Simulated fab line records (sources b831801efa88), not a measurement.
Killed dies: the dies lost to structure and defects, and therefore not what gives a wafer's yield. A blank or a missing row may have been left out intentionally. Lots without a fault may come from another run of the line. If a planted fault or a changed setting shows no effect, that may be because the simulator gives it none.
8D (eight disciplines) problem report, filled in by code | flow gf180mcu | the parts of the form that need people (team, actions taken, sign-off) are left out

== 1. THE ISSUE ==
Across 6 wafers from 2 lots, NSD_TW at GF_NSD_TW_MEAS_12 averages 3889, while fault-free wafers read 4240 with a standard deviation of 55. That is -6.4 standard deviations from the usual mean.
First observed at day 18 01:15: wafer L595.2, on film metro-01. At this step, 33 wafers from 11 lots have a number in the record. The rule behind "out" and "out of limits": a value lying over 4 standard deviations away from the usual mean. Any other wafer with a number is counted as sound.

== 2. WHAT IT IS, WHAT IT ISN'T ==
question                    | is                           | is not
which readings at this step | NSD_TW                       | -
which lots                  | L593, L595                   | L582, L585, L588, L591, L596, L597, L598, L601, L604
which wafers of those lots  | all that have a number       | -
read on which gauges        | film metro-01, film metro-04 | film metro-03
when                        | from day 18 01:15            | up to then (12 sound wafers); but 15 sound wafers of L596, L597, L598, L601, L604 came after

== 3. THE SUSPECTS, EACH WITH WHAT RULES IT OUT ==
Counting: a tool at any process step up to the reading remains a suspect when it ran all the lots that are out and ran no sound lot after the first of those.
- ruled out: the gauge at GF_NSD_TW_MEAS_12. Those wafers that are out were read across 2 gauges (film metro-01, film metro-04).
- implanter-03 at GF_NSD_IMPLANT_09: ruled out as a lasting fault. Sound lots L604 ran on it after its first lot that is out, L595 (day 18 00:52).
Left after counting: nothing in the record.

== 4. THE CAUSE (what the simulator had put in) ==
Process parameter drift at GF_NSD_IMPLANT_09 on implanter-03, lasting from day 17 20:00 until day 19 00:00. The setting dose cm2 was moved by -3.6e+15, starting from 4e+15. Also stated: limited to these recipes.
Counting ruled it out, wrongly: the rule takes a fault to strike every lot that its tool runs from its start on, and this one did not.

== 5. THE CHAIN OF EFFECTS, in route order ==
Rows list readings where the struck wafers' mean (over those with a number) sits beyond 3 standard deviations from the usual. Only readings whose record carries a usual standard deviation are examined. hours: median over the lots of the time between each lot's start at the first step of this table that gives one and its start at this step. sigmas: the change, counted in usual standard deviations.
hours | step              | reading                   | usual         | on struck wafers | change    | sigmas
0     | GF_NSD_IMPLANT_09 | beam on s                 | 18.3 s        | 10.0             | -8.3      | -9.3
0     | GF_NSD_IMPLANT_09 | dose ions cm2             | 4e+15         | 4e+14            | -4e+15    | -99 or more
0     | GF_NSD_IMPLANT_09 | end station pressure torr | 1.32e-05 Torr | 6.75e-06         | -6.45e-06 | -7.7
0     | GF_NSD_IMPLANT_09 | faraday current uA        | 11981         | 2225             | -9756     | -16
0     | GF_NSD_STRIP_11   | oes product au            | 0.487 a.u.    | 0.601            | +0.114    | +24
0     | GF_NSD_STRIP_11   | strip time to endpoint s  | 22.95 s       | 15.76            | -7.19     | -99 or more
0     | GF_NSD_TW_MEAS_12 | NSD_TW                    | 4240          | 3889             | -351      | -6.4
25    | GF_PSD_RS_MEAS_14 | NSD_RS                    | 46.22 ohm/sq  | 96.38            | +50.16    | +99 or more
Process steps it contains:
- GF_NSD_IMPLANT_09
- GF_NSD_STRIP_11: strips in O2/N2.

== 6. WHAT WOULD HAVE CAUGHT IT SOONER ==
In this record the first reading out of limits at a measuring or inspecting step was taken at day 18 01:15, 5 hours after the fault began at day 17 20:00.
At GF_NSD_IMPLANT_09, the tool's own readings (beam on s, dose ions cm2, end station pressure torr, faraday current uA) were out on each struck wafer the step has a row for, so an alarm limit on them would have fired on the first such wafer.
